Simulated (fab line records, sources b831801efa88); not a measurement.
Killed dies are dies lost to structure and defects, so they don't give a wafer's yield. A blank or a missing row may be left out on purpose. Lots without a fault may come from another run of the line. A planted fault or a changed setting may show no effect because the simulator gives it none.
A struck lot beside a sound one | flow sky130 | 15 steps out of a route of 708
Sound: wafers L193.1, L193.5, L193.6. Struck: wafers L202.4, L202.5, L202.6. The cause comes at the end.
At each step with rows: each side's tool, then ch and its chambers, then its first start. Under that, the readings that differ: sound wafers | struck wafers | difference of the means | sigmas: that difference in standard deviations of wafers without a fault.
alike: readings whose means differ by less than 2 such deviations, and words and numbers that are the same on both sides. not compared: withheld readings, readings that some wafer has no value for, bounds like >300 that may hide the same value, and numbers for which the record gives no deviation and whose values overlap.
The two part at a step that has a row with sigmas, a row that says differs or no value, or rows on one side only. Numbers that don't overlap but have no deviation are shown without sigmas and don't part them. A reading that every wafer of one side lacks parts them only if that side has two wafers or more.

first, 2 steps without rows for these wafers: SKY_NWELL_IMPLANT_12; SKY_NWELL_IMPLANT_13.
SKY_NWELL_STRIP_14: strips in O2/N2.
  sound on plasma_asher-01 ch 0,1, day 4 20:06; struck on plasma_asher-04 ch 0,1, day 7 00:17
  reading                      | sound             | struck            | difference | sigmas
  strip_time_to_endpoint_s (s) | 37.04 36.99 36.98 | 36.70 36.74 36.69 | -0.29      | -3
  alike: drypump_motor_current_A, n2_flow_sccm, oes_product_au
  not compared: rf_hours_counter_h
SKY_NWELL_TW_MEAS_15:
  sound on film_metro-04, day 4 20:12; struck on film_metro-04, day 7 00:23
  alike: NWELL_TW
then, 7 steps without rows for these wafers: SKY_NWELL_DEHYDRATE_16 (time 60 s); SKY_NWELL_HMDS_17 (prime time 60 s); SKY_NWELL_COAT_18 (resist thk 3000 nm); SKY_NWELL_SOFTBAKE_19; SKY_NWELL_EXPOSE_20 (exposes mask NWM COMPLEMENT, target cd 840 nm); SKY_NWELL_PEB_21; SKY_NWELL_DEVELOP_22 (develop time 60 s).
SKY_NWELL_OVL_MEAS_23:
  sound on overlay-02, day 5 14:38; struck on overlay-01, day 7 20:28
  alike: NWELL_01_OVL
SKY_NWELL_IMPLANT_24:
  sound on implanter-01 ch 0, day 5 14:41; struck on implanter-04 ch 0, day 7 20:33
  reading       | sound                         | struck                        | difference | sigmas
  dose_ions_cm2 | 9.196e+12 9.192e+12 9.202e+12 | 9.024e+12 9.015e+12 8.999e+12 | -1.840e+11 | -18
SKY_NWELL_STRIP_25: strips in O2/N2.
  sound on plasma_asher-04 ch 0,1, day 5 14:50; struck on plasma_asher-04 ch 0,1, day 7 20:40
  alike: drypump_motor_current_A, n2_flow_sccm, oes_product_au, strip_time_to_endpoint_s
  not compared: rf_hours_counter_h
-- the record jumps here: 41 days lie between the struck wafers' starts before and after (it left off in module NWELL and takes up again in module PAD_OPEN, whose first step shown is number 708 of the route) --
SKY_PAD_OPEN_PROBE_99:
  sound on prober-01, day 46 09:29; struck on prober-02, day 48 18:07
  reading                                    | sound          | struck         | difference | sigmas
  model.etest.res_pwell_under_gate.rs_ohm_sq | 2288 2279 2267 | 2329 2345 2331 | +57        |
  alike: killed_at_M0_to_M3, killed_at_M4_up, killed_at_contacts, killed_at_front_end, killed_at_other, killed_dies, killed_open, killed_short

WHERE THEY PART
First at SKY_NWELL_STRIP_14; last, within this record, at SKY_NWELL_IMPLANT_24. Later steps at which nothing parts them and some readings are alike: SKY_NWELL_STRIP_25, SKY_PAD_OPEN_PROBE_99.

WHY: what the simulator had put in
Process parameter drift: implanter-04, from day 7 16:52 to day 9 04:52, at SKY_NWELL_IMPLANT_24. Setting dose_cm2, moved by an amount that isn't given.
